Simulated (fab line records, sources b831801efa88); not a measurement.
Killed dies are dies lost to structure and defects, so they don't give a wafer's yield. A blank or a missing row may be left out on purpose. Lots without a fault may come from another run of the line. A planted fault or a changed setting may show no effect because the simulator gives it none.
A struck lot beside a sound one | flow sfq_line | 17 steps out of a route of 325
Sound: wafers L345.2, L345.3, L345.4. Struck: wafer L354.1. (L354.4 of the same lot was not struck and is left out.) The cause comes at the end.
At each step with rows: each side's tool, then ch and its chambers, then its first start. Under that, the readings that differ: sound wafers | struck wafers | difference of the means | sigmas: that difference in standard deviations of wafers without a fault.
alike: readings whose means differ by less than 2 such deviations, and words and numbers that are the same on both sides. not compared: withheld readings, readings that some wafer has no value for, bounds like >300 that may hide the same value, and numbers for which the record gives no deviation and whose values overlap.
The two part at a step that has a row with sigmas, a row that says differs or no value, or rows on one side only. Numbers that don't overlap but have no deviation are shown without sigmas and don't part them. A reading that every wafer of one side lacks parts them only if that side has two wafers or more.

SFQ_TRILAYER_I3_VIA_BARC_OPEN_VIA_ETCH_121: etches BARC in O2, target depth 125 nm, time 41.7 s.
  sound on rie_diel-01 ch 0,1,3, day 43 00:37; struck on rie_diel-03 ch 1, day 47 05:28
  reading                | sound | struck | difference | sigmas
  rf_hours_counter_h (h) | 8 4 1 | 10     | +6         |
  alike: drypump_motor_current_A, oes_product_au
SFQ_TRILAYER_I3_VIA_ETCH_VIA_ETCH_088: etches SiO2 in CHF3, stops on Nb, target depth 260 nm.
  sound on rie_diel-01 ch 0,1,3, day 43 00:39; struck on rie_diel-03 ch 1, day 47 05:31
  alike: drypump_motor_current_A, oes_product_au
SFQ_TRILAYER_I3_VIA_STRIP_STRIP_089: strips in O2.
  sound on rie_metal-02 ch 0, day 43 00:58; struck on rie_metal-02 ch 0, day 47 05:37
  reading                | sound | struck | difference                   | sigmas
  rf_hours_counter_h (h) | - - - | 140    | no value on the sound wafers |
  alike: drypump_motor_current_A, he_backside_leak_sccm, oes_product_au, platen_temp_c
then, 2 steps without rows for these wafers: SFQ_TRILAYER_I3_VIA_STRIP_SOLV_CLEAN_090 (cleans in NMP, time 600 s); SFQ_TRILAYER_M4_DEP_PRE_CLEAN_092 (time 22.5 s).
SFQ_TRILAYER_M4_DEP_SPUTTER_091: material Nb, target thk 200 nm, time 133.3 s.
  sound on pvd_sputter-06, day 43 02:10; struck on pvd_sputter-05, day 47 06:26
  alike: throttle_valve_pct
SFQ_M4_RS_MEAS_924: measures by four-point-probe.
  sound on film_metro-01, day 43 02:17; struck on film_metro-01, day 47 06:31
  alike: M4_NB_RS
then, 4 steps without rows for these wafers: SFQ_TRILAYER_M4_LITHO_COAT_098 (resist thk 62 nm); SFQ_TRILAYER_M4_LITHO_COAT_093 (resist thk 600 nm); SFQ_TRILAYER_M4_LITHO_SOFTBAKE_097; SFQ_TRILAYER_M4_LITHO_EXPOSE_094 (exposes mask M4, target cd 500 nm).
-- the record jumps here: 6 days lie between the struck wafers' starts before and after --
SFQ_TRILAYER_M4_LITHO_PEB_096: peb time 60 s.
  sound on litho_track-04 ch 0, day 49 03:58; struck on litho_track-03 ch 0, day 53 01:50
  alike: chill_plate_temp_C
then, 1 step without rows for these wafers: SFQ_TRILAYER_M4_LITHO_DEVELOP_095 (time 60 s).
SFQ_M4_OVL_MEAS_926:
  sound on overlay-02, day 49 04:14; struck on overlay-02, day 53 02:08
  alike: M4_OVL
SFQ_TRILAYER_M4_BARC_OPEN_METAL_ETCH_123: etches BARC in O2, target depth 125 nm, time 41.7 s.
  sound on rie_metal-04 ch 1, day 49 04:17; struck on rie_metal-01 ch 0, day 53 02:11
  reading                | sound             | struck | difference                   | sigmas
  rf_hours_counter_h (h) | - - -             | 78     | no value on the sound wafers |
  model.M4.cd_nm (nm)    | 499.8 498.5 499.7 | 484.4  | -14.9                        |
  alike: drypump_motor_current_A, he_backside_leak_sccm, oes_product_au
SFQ_TRILAYER_M4_ETCH_METAL_ETCH_096: etches Nb in Cl2/Ar, stops on SiO2, target depth 240 nm, time 120 s.
  sound on rie_metal-04 ch 1, day 49 04:26; struck on rie_metal-01 ch 0, day 53 02:14
  reading                | sound             | struck | difference                   | sigmas
  rf_hours_counter_h (h) | - - -             | 78     | no value on the sound wafers |
  model.M4.cd_nm (nm)    | 499.2 496.9 498.6 | 486.3  | -11.9                        |
  alike: drypump_motor_current_A, he_backside_leak_sccm, oes_product_au
SFQ_TRILAYER_M4_STRIP_STRIP_097: strips in O2.
  sound on rie_metal-04 ch 1, day 49 04:50; struck on rie_metal-01 ch 0, day 53 02:22
  reading                | sound | struck | difference                   | sigmas
  rf_hours_counter_h (h) | - - - | 78     | no value on the sound wafers |
  alike: drypump_motor_current_A, he_backside_leak_sccm, oes_product_au, platen_temp_c

WHERE THEY PART
First at SFQ_TRILAYER_I3_VIA_STRIP_STRIP_089; last, within this record, at SFQ_TRILAYER_M4_STRIP_STRIP_097.

WHY: what the simulator had put in
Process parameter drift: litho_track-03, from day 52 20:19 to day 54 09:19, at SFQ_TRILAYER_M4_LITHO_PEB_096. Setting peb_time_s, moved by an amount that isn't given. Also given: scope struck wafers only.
